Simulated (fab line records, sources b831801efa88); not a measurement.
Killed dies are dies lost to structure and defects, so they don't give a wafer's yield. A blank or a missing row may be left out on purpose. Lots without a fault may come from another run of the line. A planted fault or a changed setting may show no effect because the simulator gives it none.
Chamber matching | flow sky130 | SKY_FIELD_ISO_ETCH_17 on rie_si-01: 4 sister chambers
The step etches Si in HBr/Cl2/O2, target depth 342 nm, time 97.7 s. 4 wafers are shown with their chamber, then 7 later ones without.

WAFERS WITH THEIR CHAMBER
wafer  | chamber | drypump_motor_current_A (A)
L488.3 | 3       | 6.0
L488.4 | 0       | 5.6
L488.6 | 1       | 5.8
L489.4 | 2       | 4.9

WAFERS WITHOUT THEIR CHAMBER
wafer  | drypump_motor_current_A (A)
L489.5 | 5.6
L495.1 | 4.9
L495.3 | 5.9
L495.6 | 5.6
L497.1 | 5.8
L497.2 | 4.9
L497.3 | 5.6

WHICH CHAMBER EACH WENT THROUGH
wafer  | from the rows above     | in truth
L489.5 | 0                       | 0
L495.1 | 2                       | 2
L495.3 | can't be placed: 3 or 1 | 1
L495.6 | 0                       | 0
L497.1 | 1                       | 1
L497.2 | 2                       | 2
L497.3 | 0                       | 0
Placed correctly: 6 of 7. Can't be placed from these rows: 1 (the true chamber is among the candidates in 1). Placed wrongly: 0.
How it was worked out, from the rows above alone: a wafer's distance from a chamber is the root of the sum, over the readings, of the square of ((its reading less the chamber's mean) divided by the reading's scatter). The wafer belongs to the nearest chamber; if the next one is less than 2 further off, it can't be placed. A chamber's mean is the mean of its shown wafers. The scatter: with one shown wafer a chamber, the root of the mean of the squares of how far each hidden wafer lies from its nearest shown one.
